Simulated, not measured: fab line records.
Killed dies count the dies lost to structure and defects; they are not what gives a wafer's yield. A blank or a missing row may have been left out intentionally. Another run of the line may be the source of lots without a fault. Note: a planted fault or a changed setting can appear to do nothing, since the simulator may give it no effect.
A struck lot beside a sound one	flow gf180mcu	14 out of 602 route steps
Sound: wafers L228.4, L228.5, L228.6. Wafers struck: L241.1, L241.3, L241.4. At the end, the cause is stated.
Each step with rows lists, per side, the tool, then ch with its chambers, then its first start. Under that, the readings that differ: sound wafers	struck wafers	difference of the means	sigmas: that difference in standard deviations of wafers without a fault.
alike: readings with means less than 2 such deviations apart, plus words and numbers identical on both sides. not compared: withheld readings, readings lacking a value on some wafer, bounds such as >300 that could conceal the same value, and numbers that have no deviation in the record and whose values overlap.
The two part at a step that has a row with sigmas, a row that says differs or no value, or rows on one side only. Numbers that have no deviation but don't overlap get no sigmas and don't part them. Lack of a reading on every wafer of one side parts them only where that side has two or more wafers.

first, 6 steps without rows for these wafers: GF_DNWELL_COAT_02 (resist thk 3000 nm); GF_DNWELL_SOFTBAKE_03; GF_DNWELL_EXPOSE_04 (exposes mask DNWELL, target cd 1700 nm); GF_DNWELL_PEB_05; GF_DNWELL_DEVELOP_06 (develop time 60 s); GF_DNWELL_IMPLANT_07.
GF_DNWELL_STRIP_08: strips in O2/N2.
  sound on plasma asher-03 ch 0,1, day 3 19:05; struck on plasma asher-03 ch 0,1, day 6 21:11
  alike: drypump motor current A, heater power w, oes product au, strip time to endpoint s
  not compared: rf hours counter h
GF_DNWELL_TW_MEAS_09:
  sound on film metro-04, day 3 19:11; struck on film metro-03, day 6 21:17
  alike: DNWELL_TW
then, 4 steps without rows for these wafers: GF_NWELL_DEHYDRATE_00 (time 60 s); GF_NWELL_HMDS_01 (prime time 60 s); GF_NWELL_COAT_02 (resist thk 3000 nm); GF_NWELL_SOFTBAKE_03.
GF_NWELL_EXPOSE_04: exposes mask Nwell, target cd 860 nm.
  struck on iline stepper-02, day 7 04:54; sound on iline stepper-02 ch 0, day 4 02:14
  no value came back on the struck wafers for exposure dose mJ cm2, focus offset nm (nm); on the sound wafers exposure dose mJ cm2 reads 259.79 259.89 259.72
  alike: mask
after that, 1 step had no rows for these wafers: GF_NWELL_PEB_05.

## WHERE THEY PART
GF_NWELL_EXPOSE_04 only, going by this record.

WHY: whatever the simulator had introduced
Whole step skipped at GF_NWELL_EXPOSE_04 on iline stepper-02, starting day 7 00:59. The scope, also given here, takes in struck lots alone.
